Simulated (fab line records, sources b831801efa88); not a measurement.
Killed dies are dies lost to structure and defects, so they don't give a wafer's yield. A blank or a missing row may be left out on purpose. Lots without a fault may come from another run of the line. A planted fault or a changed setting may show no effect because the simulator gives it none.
Which tool did it? | flow gf180mcu | 6 lots, 18 wafers sampled, at 3 steps of a route of 602

WHAT THE GAUGES READ, wafer by wafer
GF_VT_IMPLANT_RS_MEAS_48: measures by four-point-probe.
lot  | measured     | on            | LVPWELL_RS (ohm/sq)
L820 | day 8 01:31  | film_metro-03 | 1202.9 1201.2 1198.6
L824 | day 9 05:49  | film_metro-03 | 1195.8 1196.4 1197.3
L830 | day 10 22:57 | film_metro-04 | 1190.9 1193.0 1198.2
L832 | day 11 12:34 | film_metro-04 | 1346.9 1348.9 1350.9
L834 | day 11 23:55 | film_metro-04 | 1191.9 1190.4 1192.0
L840 | day 13 16:43 | film_metro-04 | 1193.7 1194.3 1196.4

WHICH TOOL RAN EACH LOT (tool, then ch and the chambers of the sampled wafers, then the start)
lot  | GF_LVPWELL_IMPLANT_09          | GF_MVSD_STRIP_10
L820 | implanter-01 ch 0, day 4 06:52 | plasma_asher-04 ch 0,1, day 4 20:13
L824 | implanter-02 ch 0, day 5 06:55 | plasma_asher-04 ch 0,1, day 5 21:20
L830 | implanter-01 ch 0, day 6 17:06 | plasma_asher-01 ch 0,1, day 7 09:22
L832 | implanter-01 ch 0, day 7 05:07 | plasma_asher-02 ch 0,1, day 7 21:16
L834 | implanter-03 ch 0, day 7 15:10 | plasma_asher-01 ch 0,1, day 8 08:28
L840 | implanter-02 ch 0, day 9 00:46 | plasma_asher-04 ch 0,1, day 9 18:37
- GF_LVPWELL_IMPLANT_09
- GF_MVSD_STRIP_10: strips in O2/N2.

THE ANSWER, worked out from the rows above alone
Rule: what is usual is taken from the lots themselves. Put in order of their means at a reading, lots are off if they are a third of the lots or fewer, leave a main group of 4 or more, and stand apart from it by a gap of 3 or more times the standard deviation of the main group's means; of several such gaps the widest counts. A main group whose means are all the same, to the digits that the tables above print for the reading, isn't used. A lot without any number at a reading at which 4 lots or more have one is off too. The other lots that the step has rows for count as sound.
Off: L832, at GF_VT_IMPLANT_RS_MEAS_48 (LVPWELL_RS). The main group: mean 1195.5 ohm/sq, standard deviation 3.1.
A tool fits if, at a process step before that reading, it ran every lot that is off, and no sound lot after the first of them. The gauges at GF_VT_IMPLANT_RS_MEAS_48 are tried like those tools. Can't be told from this: 2 tools fit, implanter-01 at GF_LVPWELL_IMPLANT_09, plasma_asher-02 at GF_MVSD_STRIP_10.

WHAT THE SIMULATOR HAD PUT IN
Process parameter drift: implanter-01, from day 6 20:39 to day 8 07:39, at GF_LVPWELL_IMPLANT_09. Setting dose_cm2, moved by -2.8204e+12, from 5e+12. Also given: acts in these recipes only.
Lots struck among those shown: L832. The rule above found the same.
